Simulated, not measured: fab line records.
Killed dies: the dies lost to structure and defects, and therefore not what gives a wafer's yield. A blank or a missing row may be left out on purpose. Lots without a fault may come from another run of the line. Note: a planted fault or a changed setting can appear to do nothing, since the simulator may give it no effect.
fab line records -- flow gf180mcu
[record] lots = 6, wafers = 18, last_day = 34
route steps=602 shown V2@408 M3@409
lots with no fault: from the same line, run without faults
start_h: hours from the record's first day to the start of the lot's first wafer shown -- wait_h: time in hours since the lot's previous step -- " as in the row above -- L1.1+2: one row covering several wafers at once -- - no value present, or no start provided -- * or withheld: withheld -- < > ~ a bound
route shown NAME@n: names a module that has steps shown in the file, with the first one's number in the route -- usual: mean and standard deviation over wafers with no fault -- same: alike in all rows -- chamber/n: place in a boat -- sites: each site's reading -- _std_site: how widely they spread, as a standard deviation -- _edge_site: inner sites' mean taken away from outer sites' mean -- radius_mm: for every site, how far away it sits from the centre of the wafer -- mask NAME#n: copy n -- behind: the most recent tool/chamber to have shaped the wafer -- hold: why the lot went on hold/how many hours it stayed there/how the hold came to an end -- device: names the non-switching transistor (n, p or np) -- end of line: at the end of the route, the tests of the same wafers -- a step without rows: its recipe alone -- killed: the dies lost at the first sort to structure and to defects; this is not the yield of the wafer -- map: a wafer's dies, marking killed ones x, the rest . and places with no die _
set.NAME: the setting that was run; set.NAME@STEP: the one run at that earlier step -- model.NAME: the simulator's own value behind a step, which no gauge read
a table for each step, a row for each wafer; lots at some steps of the route
services: a tool's chamber out of use, with start hour (start_h, from the record's first day; less than 0 if before it), hours out, and reason
[[steps]]
[step GF_V2_CMP_26]
[recipe] stop_on = SiO2, down_force_psi = 3.5, platen_rpm = 60, t_overpolish_s = 15, target_thk_nm = 0, pad_velocity_m_s = 0.94248
[usual] motor_current_A = 9.9/0.94, overpolish_run_s = 15.001/0.0082, slurry_filter_dp_kPa = 13.50/0.12, time_to_endpoint_s = 85.5/2.5
lot.wafer,tool,chamber,start_h,wait_h,motor_current_A,overpolish_run_s,slurry_filter_dp_kPa,time_to_endpoint_s
L783.1,cmp-02,0,474.67,0.1,9.7,15.000,13.44,88.4
L783.3,cmp-02,1,474.67,0.1,10.1,15.001,13.42,83.6
L783.4,cmp-02,2,474.67,0.1,10.6,15.008,13.54,84.5
L792.1,cmp-02,3,547.38,0.1,9.8,14.984,13.56,88.1
L792.2,cmp-02,0,547.38,0.1,9.2,14.995,13.45,87.9
L792.3,cmp-02,2,547.38,0.1,10.8,15.005,13.44,85.0
L793.3,cmp-02,1,550.78,0.1,10.4,15.004,13.41,85.4
L793.6,cmp-02,0,550.78,0.1,9.3,15.004,13.65,85.6
L793.5,cmp-02,1,550.78,0.1,10.6,14.991,13.69,82.3
L800.2,cmp-02,2,614.55,0.0,10.5,15.009,13.42,79.2
L800.3,cmp-02,3,614.55,0.0,10.2,15.004,13.44,86.4
L800.1,cmp-02,0,614.55,0.0,9.7,15.005,13.66,82.7
L802.4,cmp-02,0,635.13,0.2,9.8,15.000,13.41,90.6
L802.5,cmp-02,1,635.13,0.2,9.9,15.005,13.57,89.0
L802.6,cmp-02,2,635.13,0.2,10.3,14.991,13.34,87.9
L805.2,cmp-01,3,652.85,0.0,8.2,14.995,13.31,85.6
L805.4,cmp-01,2,652.85,0.0,8.4,15.012,13.67,84.1
L805.5,cmp-01,0,652.85,0.0,10.3,15.002,13.38,85.5
[step GF_M3_SPUTTER_00]
[recipe] material = Ti, target_thk_nm = 37.5, arriving_ion_energy_ev = 80, substrate_temp_c = 200, chamber_pressure_pa = 2, power_w = 4000, time_s = 150
[usual] throttle_valve_pct = 29.7/1.5
[same] time_s = 150
lot.wafer,tool,chamber,start_h,wait_h,throttle_valve_pct
L783.1,pvd_sputter-01,-,474.92,0.2,27.6
L783.3,pvd_sputter-01,-,474.92,0.2,29.4
L783.4,pvd_sputter-01,-,474.92,0.2,30.9
L792.1,pvd_sputter-04,-,547.68,0.2,27.2
L792.2,pvd_sputter-04,-,547.68,0.2,29.5
L792.3,pvd_sputter-04,-,547.68,0.2,30.1
L793.3,pvd_sputter-02,-,551.03,0.2,28.0
L793.5,pvd_sputter-02,-,551.03,0.2,28.1
L793.6,pvd_sputter-02,-,551.03,0.2,31.1
L800.1,pvd_sputter-04,-,614.85,0.1,30.0
L800.2,pvd_sputter-04,-,614.85,0.1,29.9
L800.3,pvd_sputter-04,-,614.85,0.1,27.3
L802.4,pvd_sputter-04,-,635.28,0.1,29.4
L802.5,pvd_sputter-04,-,635.28,0.1,29.3
L802.6,pvd_sputter-04,-,635.28,0.1,27.3
L805.2,pvd_sputter-04,-,653.15,0.2,30.2
L805.4,pvd_sputter-04,-,653.15,0.2,29.6
L805.5,pvd_sputter-04,-,653.15,0.2,29.5
[step GF_M3_SPUTTER_01]
[recipe] material = TiN, target_thk_nm = 30, power_w = 6500, time_s = 25, chamber_pressure_pa = 0.4
[usual] throttle_valve_pct = 29.7/1.5
[same] time_s = 25
lot.wafer,tool,chamber,start_h,wait_h,throttle_valve_pct
L783.1,pvd_sputter-01,-,475.02,0.1,27.7
L783.3,pvd_sputter-01,-,475.02,0.1,29.6
L783.4,pvd_sputter-01,-,475.02,0.1,31.0
L792.1,pvd_sputter-04,-,547.78,0.1,27.0
L792.2,pvd_sputter-04,-,547.78,0.1,29.3
L792.3,pvd_sputter-04,-,547.78,0.1,30.2
L793.3,pvd_sputter-02,-,551.13,0.1,28.0
L793.5,pvd_sputter-02,-,551.13,0.1,28.0
L793.6,pvd_sputter-02,-,551.13,0.1,31.0
L800.1,pvd_sputter-04,-,614.95,0.1,30.2
L800.2,pvd_sputter-04,-,614.95,0.1,29.5
L800.3,pvd_sputter-04,-,614.95,0.1,27.2
L802.4,pvd_sputter-04,-,635.38,0.1,29.1
L802.5,pvd_sputter-04,-,635.38,0.1,29.2
L802.6,pvd_sputter-04,-,635.38,0.1,27.2
L805.2,pvd_sputter-04,-,653.25,0.1,30.4
L805.4,pvd_sputter-04,-,653.25,0.1,29.8
L805.5,pvd_sputter-04,-,653.25,0.1,29.4
[step GF_M3_SPUTTER_02]
[recipe] material = AlCu, target_thk_nm = 450, power_w = 10600, time_s = 23.9, chamber_pressure_pa = 0.4
[step GF_M3_SPUTTER_03]
[recipe] material = Ti, target_thk_nm = 10, substrate_temp_c = 300, chamber_pressure_pa = 0.3121, power_w = 3000, time_s = 6.7
[usual] throttle_valve_pct = 29.7/1.5
[same] time_s = 6.7
lot.wafer,tool,chamber,start_h,wait_h,throttle_valve_pct
L783.1,pvd_sputter-01,-,475.08,0.0,27.5
L783.3,pvd_sputter-01,-,475.08,0.0,29.5
L783.4,pvd_sputter-01,-,475.08,0.0,31.0
L792.1,pvd_sputter-04,-,547.84,0.0,27.2
L792.2,pvd_sputter-04,-,547.84,0.0,29.8
L792.3,pvd_sputter-04,-,547.84,0.0,30.1
L793.3,pvd_sputter-02,-,551.19,0.0,28.3
L793.5,pvd_sputter-02,-,551.19,0.0,28.1
L793.6,pvd_sputter-02,-,551.19,0.0,31.4
L800.1,pvd_sputter-04,-,615.01,0.0,30.5
L800.2,pvd_sputter-04,-,615.01,0.0,29.4
L800.3,pvd_sputter-04,-,615.01,0.0,27.0
L802.4,pvd_sputter-04,-,635.44,0.0,29.3
L802.5,pvd_sputter-04,-,635.44,0.0,29.5
L802.6,pvd_sputter-04,-,635.44,0.0,27.2
L805.2,pvd_sputter-04,-,653.31,0.0,30.3
L805.4,pvd_sputter-04,-,653.31,0.0,29.1
L805.5,pvd_sputter-04,-,653.31,0.0,29.2
[step GF_M3_SPUTTER_04]
[recipe] material = TiN, target_thk_nm = 50, power_w = 6500, time_s = 41.7, chamber_pressure_pa = 0.4
[usual] throttle_valve_pct = 29.7/1.5
[same] time_s = 41.7
lot.wafer,tool,chamber,start_h,wait_h,throttle_valve_pct
L783.1,pvd_sputter-01,-,475.10,0.0,27.6
L783.3,pvd_sputter-01,-,475.10,0.0,29.4
L783.4,pvd_sputter-01,-,475.10,0.0,30.7
L792.1,pvd_sputter-04,-,547.86,0.0,27.2
L792.2,pvd_sputter-04,-,547.86,0.0,29.7
L792.3,pvd_sputter-04,-,547.86,0.0,30.2
L793.3,pvd_sputter-02,-,551.21,0.0,28.1
L793.5,pvd_sputter-02,-,551.21,0.0,28.1
L793.6,pvd_sputter-02,-,551.21,0.0,31.5
L800.1,pvd_sputter-04,-,615.03,0.0,30.3
L800.2,pvd_sputter-04,-,615.03,0.0,29.3
L800.3,pvd_sputter-04,-,615.03,0.0,27.0
L802.4,pvd_sputter-04,-,635.46,0.0,29.4
L802.5,pvd_sputter-04,-,635.46,0.0,29.3
L802.6,pvd_sputter-04,-,635.46,0.0,27.6
L805.2,pvd_sputter-04,-,653.33,0.0,30.2
L805.4,pvd_sputter-04,-,653.33,0.0,29.6
L805.5,pvd_sputter-04,-,653.33,0.0,29.4
[step GF_M3_RS_MEAS_05]
[recipe] thk_meas_gauge = four-point-probe, reads = TiN_of_M3_SPUTTER_04+Ti_of_M3_SPUTTER_03+AlCu_of_M3_SPUTTER_02+TiN_of_M3_SPUTTER_01+Ti_of_M3_SPUTTER_00
[usual] M3_ALCU_RS = 0.0696/0.0006
lot.wafer,tool,chamber,start_h,wait_h,M3_ALCU_RS[ohm/sq]
L783.1,film_metro-03,-,475.14,0.0,0.0706
L783.3,film_metro-03,-,475.14,0.0,0.0706
L783.4,film_metro-03,-,475.14,0.0,0.0702
L792.1,film_metro-01,-,547.90,0.0,0.0700
L792.2,film_metro-01,-,547.90,0.0,0.0693
L792.3,film_metro-01,-,547.90,0.0,0.0699
L793.3,film_metro-03,-,551.29,0.1,0.0698
L793.5,film_metro-03,-,551.29,0.1,0.0698
L793.6,film_metro-03,-,551.29,0.1,0.0691
L800.1,film_metro-03,-,615.07,0.0,0.0692
L800.2,film_metro-03,-,615.07,0.0,0.0686
L800.3,film_metro-03,-,615.07,0.0,0.0693
L802.4,film_metro-02,-,635.56,0.1,0.0708
L802.5,film_metro-02,-,635.56,0.1,0.0701
L802.6,film_metro-02,-,635.56,0.1,0.0705
L805.2,film_metro-03,-,653.39,0.0,0.0689
L805.4,film_metro-03,-,653.39,0.0,0.0689
L805.5,film_metro-03,-,653.39,0.0,0.0685
[step GF_M3_THK_MEAS_06]
[recipe] thk_meas_gauge = xrf, reads = AlCu_of_M3_SPUTTER_02
[usual] M3_ALCU_THK = 450/5
lot.wafer,tool,chamber,start_h,wait_h,M3_ALCU_THK[nm]
L783.1,film_metro-03,-,475.26,0.1,444
L783.3,film_metro-03,-,475.26,0.1,445
L783.4,film_metro-03,-,475.26,0.1,447
L792.1,film_metro-01,-,548.02,0.1,450
L792.2,film_metro-01,-,548.02,0.1,451
L792.3,film_metro-01,-,548.02,0.1,450
L793.3,film_metro-03,-,551.39,0.1,452
L793.5,film_metro-03,-,551.39,0.1,453
L793.6,film_metro-03,-,551.39,0.1,455
L800.1,film_metro-03,-,615.19,0.1,456
L800.2,film_metro-03,-,615.19,0.1,458
L800.3,film_metro-03,-,615.19,0.1,456
L802.4,film_metro-02,-,635.65,0.1,436
L802.5,film_metro-02,-,635.65,0.1,442
L802.6,film_metro-02,-,635.65,0.1,439
L805.2,film_metro-03,-,653.50,0.1,456
L805.4,film_metro-03,-,653.50,0.1,454
L805.5,film_metro-03,-,653.50,0.1,460
[step GF_M3_DEHYDRATE_07]
[recipe] temp_c = 200, time_s = 60
[step GF_M3_HMDS_08]
[recipe] prime_time_s = 60, prime_temp_c = 120
[step GF_M3_COAT_09]
[recipe] resist = KrF, spin_rpm = withheld, resist_thk_nm = 1000
[step GF_M3_SOFTBAKE_10]
[recipe] temp_c = 130, time_s = 60, resist = KrF
[step GF_M3_EXPOSE_11]
[recipe] mask_id = Metal3, target_cd_nm = 280, na = 0.68, source_shape = conventional, sigma_outer = 0.6, dose_mj = 28
lot.wafer,tool,chamber,start_h,wait_h,mask
L783.1+3+4,krf_scanner-01,0,486.90,-,Metal3#0
L792.1+2+3,krf_scanner-01,0,559.32,-,Metal3#0
L793.3+5+6,krf_scanner-01,0,562.41,-,Metal3#0
L800.1+2+3,krf_scanner-02,0,625.42,-,Metal3#0
L802.4+5+6,krf_scanner-01,0,645.75,-,Metal3#0
L805.2+4+5,krf_scanner-01,0,663.69,-,Metal3#0
[step GF_M3_PEB_12]
[recipe] peb_temp_c = 135, peb_time_s = 90, resist = KrF
[step GF_M3_DEVELOP_13]
[recipe] develop_time_s = 60, dev_temp_c = 21
[step GF_M3_CD_MEAS_14]
[recipe] target_cd_nm = 280
[usual] cd_nm = 279.8/1.1
lot.wafer,tool,chamber,start_h,wait_h,cd_nm
L783.1,cd_sem-02,-,498.60,0.1,279.2
L783.3,cd_sem-02,-,498.60,0.1,278.7
L783.4,cd_sem-02,-,498.60,0.1,279.3
L792.1,cd_sem-01,-,570.12,0.1,178.1
L792.2,cd_sem-01,-,570.12,0.1,151.5
L792.3,cd_sem-01,-,570.12,0.1,197.6
L793.3,cd_sem-01,-,573.16,0.1,233.6
L793.5,cd_sem-01,-,573.16,0.1,210.6
L793.6,cd_sem-01,-,573.16,0.1,191.6
L800.1,cd_sem-02,-,635.37,0.1,278.7
L800.2,cd_sem-02,-,635.37,0.1,279.1
L800.3,cd_sem-02,-,635.37,0.1,279.6
L802.4,cd_sem-01,-,656.06,0.1,281.0
L802.5,cd_sem-01,-,656.06,0.1,279.7
L802.6,cd_sem-01,-,656.06,0.1,280.0
L805.2,cd_sem-02,-,672.77,0.1,276.8
L805.4,cd_sem-02,-,672.77,0.1,277.6
L805.5,cd_sem-02,-,672.77,0.1,278.2
[step GF_M3_OVL_MEAS_15]
[usual] M3_OVL = -1/5.2
lot.wafer,tool,chamber,start_h,wait_h,M3_OVL[nm]
L783.1,overlay-02,-,498.72,0.1,1
L783.3,overlay-02,-,498.72,0.1,3
L783.4,overlay-02,-,498.72,0.1,-9
L792.1,overlay-01,-,570.24,0.1,-4
L792.2,overlay-01,-,570.24,0.1,6
L792.3,overlay-01,-,570.24,0.1,-1
L793.3,overlay-02,-,573.26,0.1,5
L793.5,overlay-02,-,573.26,0.1,2
L793.6,overlay-02,-,573.26,0.1,1
L800.1,overlay-01,-,635.49,0.1,0
L800.2,overlay-01,-,635.49,0.1,0
L800.3,overlay-01,-,635.49,0.1,2
L802.4,overlay-01,-,656.13,0.1,4
L802.5,overlay-01,-,656.13,0.1,1
L802.6,overlay-01,-,656.13,0.1,2
L805.2,overlay-02,-,672.87,0.1,9
L805.4,overlay-02,-,672.87,0.1,1
L805.5,overlay-02,-,672.87,0.1,4
[step GF_M3_METAL_ETCH_16]
[recipe] chemistry = Cl2/BCl3, mask_material = KrF, target_depth_nm = 627.5, stop_on = SiO2, pressure_mtorr = 8, icp_w = 800, bias_w = 140, Cl2_flow_sccm = 80, bcl3_flow_sccm = 40, time_s = 104.6
[usual] drypump_motor_current_A = 5.7/0.33, oes_product_au = 0.973/0.0058, throttle_valve_pct = 28.249/0.009
[same] time_s = 104.6
lot.wafer,tool,chamber,start_h,wait_h,drypump_motor_current_A,oes_product_au,rf_hours_counter_h,throttle_valve_pct,model.M3.cd_nm
L783.1,rie_metal-02,1,498.75,0.0,5.7,0.968,1,28.253,283
L783.3,rie_metal-02,0,498.75,0.0,6.2,0.968,-,28.252,278.3
L783.4,rie_metal-02,1,498.75,0.0,5.8,0.966,-,28.247,279.8
L792.1,rie_metal-03,0,570.28,0.0,5.7,0.980,8,28.251,176.1
L792.2,rie_metal-03,1,570.28,0.0,5.5,0.970,9,28.253,144.9
L792.3,rie_metal-03,1,570.28,0.0,5.5,0.969,-,28.257,196.5
L793.3,rie_metal-02,0,573.32,0.1,6.1,0.977,-,28.241,235
L793.5,rie_metal-02,1,573.32,0.1,5.8,0.982,-,28.237,210.7
L793.6,rie_metal-02,0,573.32,0.1,6.2,0.979,-,28.245,193.9
L800.1,rie_metal-02,0,635.53,0.0,6.2,0.979,6,28.242,279.7
L800.2,rie_metal-02,1,635.53,0.0,5.7,0.970,4,28.244,279.5
L800.3,rie_metal-02,0,635.53,0.0,6.2,0.969,-,28.247,282.9
L802.4,rie_metal-03,0,656.19,0.0,5.7,0.960,-,28.257,280.5
L802.5,rie_metal-03,0,656.19,0.0,5.7,0.964,-,28.250,280.6
L802.6,rie_metal-03,1,656.19,0.0,5.5,0.971,-,28.241,275.2
L805.2,rie_metal-04,0,672.90,0.0,5.4,0.978,1,28.242,277.2
L805.4,rie_metal-04,1,672.90,0.0,5.0,0.986,-,28.242,277.7
L805.5,rie_metal-04,1,672.90,0.0,5.0,0.976,-,28.249,277.3
[step GF_M3_STRIP_17]
[recipe] chemistry = O2/N2, power_w = 1400, pressure_mtorr = 1500, platen_temp_c = 250, o2_flow_sccm = 3000, n2_flow_sccm = 300, overash_fraction = 0.5
[[services]]
tool,chamber,start_h,hours,kind
cmp-01,-,451.71,0.2,repair
rie_metal-04,-,458.94,0.4,repair
pvd_sputter-04,-,466.13,6.3,repair
rie_metal-04,0,467.71,3.2,repair
rie_metal-03,-,474.17,1.4,pm
cmp-02,-,536.59,1.6,repair
pvd_sputter-02,-,537.28,1.4,repair
pvd_sputter-02,-,543.85,2.1,repair
krf_scanner-01,-,554.74,4.0,pm
krf_scanner-01,-,570.66,0.5,repair
cmp-02,-,572.15,4.0,pm
pvd_sputter-04,-,576.97,2.0,repair
krf_scanner-01,-,590.71,1.3,pm
pvd_sputter-04,-,607.49,4.6,repair
krf_scanner-01,-,611.35,3.6,pm
krf_scanner-01,-,615.41,1.0,pm
rie_metal-02,1,623.50,1.2,repair
krf_scanner-01,-,624.42,4.4,pm
cmp-02,-,635.30,8.2,pm
rie_metal-03,-,638.28,0.6,repair
krf_scanner-01,-,644.29,0.8,pm
krf_scanner-01,-,656.09,0.2,repair
pvd_sputter-04,-,660.01,0.6,repair
rie_metal-02,-,664.45,1.2,repair
[[key]]
[first_sign] step = GF_M3_CD_MEAS_14, reading = cd_nm, direction = down, sigmas = 75, usual = 279.8, struck = 193.8
effect none on later readings
[model_effect] step = GF_M3_METAL_ETCH_16, value = M3.cd_nm, without = 278.4, struck = 192.9
met_at GF_M3_EXPOSE_11
struck_wafers L792.1,L792.2,L792.3,L793.3,L793.5,L793.6
later_rows_left_out L792.1,L792.2,L792.3,L793.5,L793.6
sort_left_out L792.1,L792.2,L792.3,L793.3,L793.5,L793.6
onset_between 486.90 559.32
[fault] kind = process_parameter_drift, tool = krf_scanner-01, chamber = -, onset_h = 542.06, steps = GF_M3_EXPOSE_11, channel = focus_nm, offset = 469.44, spread_by_wafer = 0.3, shape = step, end_h = 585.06
// sort_left_out: the simulated sort isn't trusted on such a fault, so these wafers' sort isn't shown, and their yield isn't known
// later_rows_left_out: the simulator's readings of these wafers behind a module that went badly wrong aren't trusted and aren't shown, but for the sort
